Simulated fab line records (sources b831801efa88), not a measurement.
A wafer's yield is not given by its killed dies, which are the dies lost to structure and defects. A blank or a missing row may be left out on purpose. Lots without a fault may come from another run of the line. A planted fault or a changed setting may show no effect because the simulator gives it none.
Which tool is to blame? + flow gf180mcu + 11 lots with 33 wafers sampled at 6 steps, on a route of 602 steps

== WHAT EACH GAUGE READ, for each wafer ==
GF_V3_BOW_MEAS_05. Usual: V3_BOW typically reads 114 um, with standard deviation 8.2.
| lot  | measured     | on           | V3_BOW (um) | flag |
|------|--------------|--------------|-------------|------|
| L578 | day 21 05:39 | filmMetro-04 | 111 117 129 |      |
| L579 | day 21 19:29 | filmMetro-04 | 117 113 107 |      |
| L580 | day 22 04:48 | filmMetro-03 | 124 126 136 |      |
| L581 | day 22 11:49 | filmMetro-03 | 97 99 101   |      |
| L582 | day 22 20:51 | filmMetro-04 | 110 99 114  |      |
| L590 | day 25 15:58 | filmMetro-04 | 118 119 119 |      |
| L591 | day 26 01:55 | filmMetro-02 | 124 120 116 |      |
| L593 | day 26 17:17 | filmMetro-04 | 104 115 104 |      |
| L595 | day 27 03:43 | filmMetro-03 | 118 117 110 |      |
| L600 | day 28 16:47 | filmMetro-04 | 126 120 125 |      |
| L601 | day 28 23:48 | filmMetro-03 | 101 117 109 |      |

GF_V5_RS_MEAS_24: the measuring method here is four-point-probe. Usual: V5_W_RS typically reads 0.3272 ohm/sq, with standard deviation 0.0025.
| lot  | measured     | on           | V5_W_RS (ohm/sq)     | flag |
|------|--------------|--------------|----------------------|------|
| L578 | day 27 01:23 | filmMetro-02 | 0.3274 0.3278 0.3290 |      |
| L579 | day 27 14:10 | filmMetro-04 | 0.3310 0.3327 0.3291 |      |
| L580 | day 27 21:54 | filmMetro-02 | 0.3046 0.3024 0.3012 | OFF  |
| L581 | day 28 04:08 | filmMetro-03 | 0.3011 0.2983 0.3007 | OFF  |
| L582 | day 28 10:11 | filmMetro-04 | 0.3013 0.3022 0.2988 | OFF  |
| L590 | day 30 21:01 | filmMetro-02 | 0.3250 0.3271 0.3253 |      |
| L591 | day 31 06:17 | filmMetro-03 | 0.3269 0.3268 0.3241 |      |
| L593 | day 31 18:41 | filmMetro-02 | 0.3256 0.3269 0.3250 |      |
| L595 | day 32 02:26 | filmMetro-04 | 0.3289 0.3267 0.3283 |      |
| L600 | day 33 08:47 | filmMetro-04 | 0.3310 0.3281 0.3254 |      |
| L601 | day 33 15:52 | filmMetro-04 | 0.3277 0.3324 0.3322 |      |

GF_V5_THK_MEAS_25: measures by xrf. Usual: V5_W_THK typically reads 360 nm, with standard deviation 4.1.
| lot  | measured     | on           | V5_W_THK (nm) | flag |
|------|--------------|--------------|---------------|------|
| L578 | day 27 01:31 | filmMetro-02 | 361 361 361   |      |
| L579 | day 27 14:17 | filmMetro-04 | 352 351 353   |      |
| L580 | day 27 22:01 | filmMetro-02 | 391 395 393   | OFF  |
| L581 | day 28 04:15 | filmMetro-03 | 396 400 397   | OFF  |
| L582 | day 28 10:18 | filmMetro-04 | 390 387 390   | OFF  |
| L590 | day 30 21:07 | filmMetro-02 | 366 363 362   |      |
| L591 | day 31 06:25 | filmMetro-03 | 359 357 361   |      |
| L593 | day 31 18:49 | filmMetro-02 | 366 365 369   |      |
| L595 | day 32 02:34 | filmMetro-04 | 359 358 358   |      |
| L600 | day 33 08:54 | filmMetro-04 | 357 360 362   |      |
| L601 | day 33 15:59 | filmMetro-04 | 359 353 357   |      |

== EACH LOT AND THE TOOL THAT RAN IT (in order: tool; ch and the chambers of the sampled wafers; start) ==
| lot  | GF_M3_STRIP_17                      | GF_V4_SPUTTER_21            | GF_V5_CVD_23                 |
|------|-------------------------------------|-----------------------------|------------------------------|
| L578 | plasmaAsher-04 ch 0,1, day 21 04:33 | pvdSputter-04, day 24 07:10 | cvdW-02 ch 0,1, day 27 01:17 |
| L579 | plasmaAsher-03 ch 0,1, day 21 18:22 | pvdSputter-02, day 24 19:47 | cvdW-02 ch 0,1, day 27 14:02 |
| L580 | plasmaAsher-04 ch 0,1, day 22 03:43 | pvdSputter-04, day 25 04:10 | cvdW-02 ch 0,1, day 27 21:47 |
| L581 | plasmaAsher-03 ch 0,1, day 22 10:42 | pvdSputter-04, day 25 10:12 | cvdW-02 ch 1, day 28 04:01   |
| L582 | plasmaAsher-03 ch 0,1, day 22 19:46 | pvdSputter-04, day 25 18:25 | cvdW-02 ch 0,1, day 28 10:04 |
| L590 | plasmaAsher-04 ch 0,1, day 25 14:51 | pvdSputter-03, day 28 08:34 | cvdW-02 ch 0,1, day 30 20:53 |
| L591 | plasmaAsher-03 ch 0,1, day 26 00:48 | pvdSputter-04, day 28 18:12 | cvdW-01 ch 0,1, day 31 06:10 |
| L593 | plasmaAsher-02 ch 0, day 26 16:12   | pvdSputter-04, day 29 08:02 | cvdW-02 ch 0,1, day 31 18:35 |
| L595 | plasmaAsher-02 ch 0,1, day 27 02:37 | pvdSputter-02, day 29 17:52 | cvdW-02 ch 0,1, day 32 02:19 |
| L600 | plasmaAsher-04 ch 0,1, day 28 15:42 | pvdSputter-03, day 31 03:20 | cvdW-02 ch 0,1, day 33 08:40 |
| L601 | plasmaAsher-04 ch 0,1, day 28 22:42 | pvdSputter-03, day 31 11:12 | cvdW-02 ch 0,1, day 33 15:46 |
- GF_M3_STRIP_17: strips in O2/N2.
- GF_V4_SPUTTER_21: material Ti, target thk 15 nm, time 80.02 s.
- GF_V5_CVD_23: deposits W, target thk 350 nm, time 104.9 s.

== WHAT THE TOOLS THEMSELVES READ (means of the sampled wafers that have a number; where no wafer has one, the mark that the record gives instead) ==
GF_M3_STRIP_17. Usual: drypumpMotorCurrentA 6.0 A, standard deviation 0.47; heaterPowerW 311 W, standard deviation 42; oesProductAu 0.558 a.u., standard deviation 0.0049; stripTimeToEndpointS 7.89 s, standard deviation 0.031.
| lot  | tool           | drypumpMotorCurrentA (A) | heaterPowerW (W) | oesProductAu (a.u.) | stripTimeToEndpointS (s) | flag |
|------|----------------|--------------------------|------------------|---------------------|--------------------------|------|
| L578 | plasmaAsher-04 | 6.0                      | 308              | 0.558               | 7.88                     |      |
| L579 | plasmaAsher-03 | 6.4                      | 324              | 0.555               | 7.88                     |      |
| L580 | plasmaAsher-04 | 5.6                      | 315              | 0.556               | 7.88                     |      |
| L581 | plasmaAsher-03 | 6.3                      | 281              | 0.560               | 7.85                     |      |
| L582 | plasmaAsher-03 | 6.4                      | 290              | 0.559               | 7.92                     |      |
| L590 | plasmaAsher-04 | 6.0                      | 308              | 0.559               | 7.87                     |      |
| L591 | plasmaAsher-03 | 6.4                      | 327              | 0.559               | 7.89                     |      |
| L593 | plasmaAsher-02 | 5.3                      | 383              | 0.551               | 7.89                     |      |
| L595 | plasmaAsher-02 | 5.5                      | 349              | 0.558               | 7.89                     |      |
| L600 | plasmaAsher-04 | 6.0                      | 304              | 0.556               | 7.88                     |      |
| L601 | plasmaAsher-04 | 5.6                      | 317              | 0.557               | 7.88                     |      |

GF_V4_SPUTTER_21. Usual: cathodeDcPowerW 2500.0 W, standard deviation 0.49; throttleValvePct 30.4 %, standard deviation 0.73.
| lot  | tool          | cathodeDcPowerW (W) | throttleValvePct (%) | flag |
|------|---------------|---------------------|----------------------|------|
| L578 | pvdSputter-04 | 2500.3              | 30.3                 |      |
| L579 | pvdSputter-02 | 2499.6              | 30.5                 |      |
| L580 | pvdSputter-04 | 2500.3              | 30.3                 |      |
| L581 | pvdSputter-04 | 2500.3              | 29.9                 |      |
| L582 | pvdSputter-04 | 2500.1              | 29.8                 |      |
| L590 | pvdSputter-03 | 2499.8              | 30.9                 |      |
| L591 | pvdSputter-04 | 2500.0              | 30.2                 |      |
| L593 | pvdSputter-04 | 2500.1              | 30.3                 |      |
| L595 | pvdSputter-02 | 2499.9              | 30.5                 |      |
| L600 | pvdSputter-03 | 2499.8              | 29.7                 |      |
| L601 | pvdSputter-03 | 2499.5              | 30.6                 |      |

GF_V5_CVD_23. Usual: heaterPowerW 896 W, standard deviation 69.
| lot  | tool    | heaterPowerW (W) | flag |
|------|---------|------------------|------|
| L578 | cvdW-02 | 919              |      |
| L579 | cvdW-02 | 903              |      |
| L580 | cvdW-02 | 945              |      |
| L581 | cvdW-02 | 875              |      |
| L582 | cvdW-02 | 905              |      |
| L590 | cvdW-02 | 924              |      |
| L591 | cvdW-01 | 837              |      |
| L593 | cvdW-02 | 967              |      |
| L595 | cvdW-02 | 973              |      |
| L600 | cvdW-02 | 971              |      |
| L601 | cvdW-02 | 962              |      |

== THE ANSWER, worked out from the rows above alone ==
Rule: take the mean of a lot's wafers that have a number; if it is more than 3 standard deviations from the usual mean, the lot is off. A lot without any number at a reading at which 4 lots or more have one is off too. All remaining lots with rows at the step are treated as sound. Order of review: gauges by route order, followed by the tools' own readings, for which a lot's mean as printed above is used. The first step at which some lot is off is used, and at that step the reading that is off furthest; a lot without a number counts as furthest.
Off: L580, L581, L582, seen at GF_V5_RS_MEAS_24 (V5_W_RS).
If a tool, at a process step before that reading, ran all the lots that are off and no sound lot after the first of them, it fits. Gauges at GF_V5_RS_MEAS_24: tried the same way as those tools. Of those tried, none fits.

== WHAT WAS PUT IN BY THE SIMULATOR ==
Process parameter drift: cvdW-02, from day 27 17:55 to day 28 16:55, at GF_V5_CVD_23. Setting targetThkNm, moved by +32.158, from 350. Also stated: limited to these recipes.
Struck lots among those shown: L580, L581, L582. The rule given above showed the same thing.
